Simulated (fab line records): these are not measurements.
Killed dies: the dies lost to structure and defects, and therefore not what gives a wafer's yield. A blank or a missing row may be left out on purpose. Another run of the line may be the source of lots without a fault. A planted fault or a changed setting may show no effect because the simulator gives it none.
Problem report, 8D (eight disciplines) form, completed by code | flow sky130 | the parts of the form that need people (team, actions taken, sign-off) are left out

1. WHAT WENT WRONG
Mean of oes product au at SKY_GATE_OXIDE_STRIP_13: 0.943 a.u. over 3 wafers from 1 lot, against 0.716 a.u. (standard deviation 0.0048) on wafers with no fault. Relative to the usual mean, that is a shift of +47 standard deviations.
The step: strips in O2/N2.
First observed at day 19 13:59: wafer L863.2, on plasma asher-02. At this step, 39 wafers from 13 lots have a number in the record. The rule behind "out" and "out of limits": a value lying over 4 standard deviations away from the usual mean. The rest of the wafers with a number are treated as sound.

2. WHAT IT IS, AND WHAT IT ISN'T
question                    | is                     | is not
which readings at this step | oes product au         | drypump motor current A
which lots                  | L863                   | L847, L850, L851, L852, L854, L855, L856, L857, L859, L862, L869, L870
which wafers of those lots  | all that have a number | -
read on which tools         | plasma asher-02        | plasma asher-03, plasma asher-04
when                        | from day 19 13:59      | up to then (30 sound wafers); but 6 sound wafers of L869, L870 came after

3. SUSPECTS, AND WHAT RULES EACH OUT
Counting: a tool at any process step up to the reading remains a suspect when it ran all the lots that are out and ran no sound lot after the first of those.
- plasma asher-04 at SKY_VT_ADJUST_PCH_STRIP_09 (strips in O2/N2): kept. It ran the lot that is out, L863 (day 15 11:10), and no sound lot after that; its last sound lot up to then is L859 (day 14 03:12).
- plasma asher-02 at SKY_GATE_OXIDE_STRIP_13 (strips in O2/N2): kept. It ran the lot that is out, L863 (day 19 13:59), and no sound lot after that; its last sound lot up to then is L862 (day 19 02:05). On those wafers its own readings are out: oes product au.
After counting, plasma asher-04 at SKY_VT_ADJUST_PCH_STRIP_09 and plasma asher-02 at SKY_GATE_OXIDE_STRIP_13 remain.

4. THE CAUSE (what the simulator had put in)
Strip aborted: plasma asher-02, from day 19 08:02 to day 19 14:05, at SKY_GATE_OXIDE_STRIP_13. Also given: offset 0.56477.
Of the 2 suspects that counting leaves, this tool is one.

5. THE CHAIN OF EFFECTS, in route order
One row per reading whose mean, taken over the struck wafers that have a number, lies over 3 standard deviations from the usual. Only readings whose record carries a usual standard deviation are examined. hours: median over the lots of the time between each lot's start at the first step of this table that gives one and its start at this step. sigmas: the change, counted in usual standard deviations.
hours | step                    | reading             | usual      | on struck wafers | change | sigmas
0     | SKY_GATE_OXIDE_STRIP_13 | oes product au      | 0.716 a.u. | 0.943            | +0.227 | +47
719   | SKY_PAD_OPEN_PROBE_99   | killed at front end | 14         | 418              | +404   | +99 or more
719   | SKY_PAD_OPEN_PROBE_99   | killed dies         | 86         | 492              | +406   | +45
719   | SKY_PAD_OPEN_PROBE_99   | killed on rim       | 17         | 96               | +79    | +20
Here are the process steps it includes:
- SKY_GATE_OXIDE_STRIP_13: strips in O2/N2.
- SKY_PAD_OPEN_PROBE_99
Readings that are blank on the struck wafers while sound wafers have them: strip time to endpoint s at SKY_GATE_OXIDE_STRIP_13.

6. WHAT WOULD HAVE CAUGHT IT SOONER
In this record the first reading out of limits was taken at day 19 13:59, 6 hours after the fault began at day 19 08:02.
